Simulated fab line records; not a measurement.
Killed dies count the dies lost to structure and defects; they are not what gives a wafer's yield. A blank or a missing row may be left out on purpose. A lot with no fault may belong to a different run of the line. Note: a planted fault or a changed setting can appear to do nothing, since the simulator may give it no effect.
Chamber matching / flow gf180mcu / pecvd-04 running GF_V4_CVD_02: 3 sister chambers
The step deposits SiO2 from TEOS, target thk 850 nm, time 94.851 s. 6 wafers are shown with their chamber, then 10 later ones without.

WAFERS PAIRED WITH THEIR CHAMBERS
wafer=L079.6; chamber=0; heater power w (W)=674
wafer=L081.6; chamber=1; heater power w (W)=868
wafer=L087.2; chamber=1; heater power w (W)=824
wafer=L087.4; chamber=2; heater power w (W)=692
wafer=L088.1; chamber=0; heater power w (W)=642
wafer=L088.2; chamber=2; heater power w (W)=583

WAFERS WITH NO CHAMBER GIVEN
wafer=L088.5; heater power w (W)=691
wafer=L090.2; heater power w (W)=761
wafer=L090.5; heater power w (W)=592
wafer=L090.6; heater power w (W)=567
wafer=L093.2; heater power w (W)=742
wafer=L093.3; heater power w (W)=745
wafer=L093.5; heater power w (W)=680
wafer=L095.2; heater power w (W)=721
wafer=L095.5; heater power w (W)=792
wafer=L095.6; heater power w (W)=743

WHICH CHAMBER EACH WENT THROUGH
wafer=L088.5; from the rows above=can't be placed: 0 or 2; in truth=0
wafer=L090.2; from the rows above=can't be placed: 1 or 0 or 2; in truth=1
wafer=L090.5; from the rows above=can't be placed: 2 or 0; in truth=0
wafer=L090.6; from the rows above=can't be placed: 2 or 0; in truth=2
wafer=L093.2; from the rows above=can't be placed: 0 or 1 or 2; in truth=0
wafer=L093.3; from the rows above=can't be placed: 0 or 1 or 2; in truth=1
wafer=L093.5; from the rows above=can't be placed: 0 or 2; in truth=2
wafer=L095.2; from the rows above=can't be placed: 0 or 2 or 1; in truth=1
wafer=L095.5; from the rows above=can't be placed: 1 or 0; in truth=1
wafer=L095.6; from the rows above=can't be placed: 0 or 1 or 2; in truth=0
0 of 10 placed correctly. Unplaceable from these rows: 10, with the true chamber sitting among the candidates in 10. Number placed wrongly: 0.
How it was worked out, from the rows above alone: a wafer's distance from a chamber is the root of the sum, over the readings, of the square of ((its reading less the chamber's mean) divided by the reading's scatter). If the next closest chamber is less than 2 further off than the closest, the wafer can't be placed; otherwise it belongs to the closest. The mean given for a chamber averages the wafers shown for that chamber. How the scatter is found: for the shown wafers, subtract from each reading the mean of its chamber, square and add these, divide the total by (wafers less chambers), then take the root.
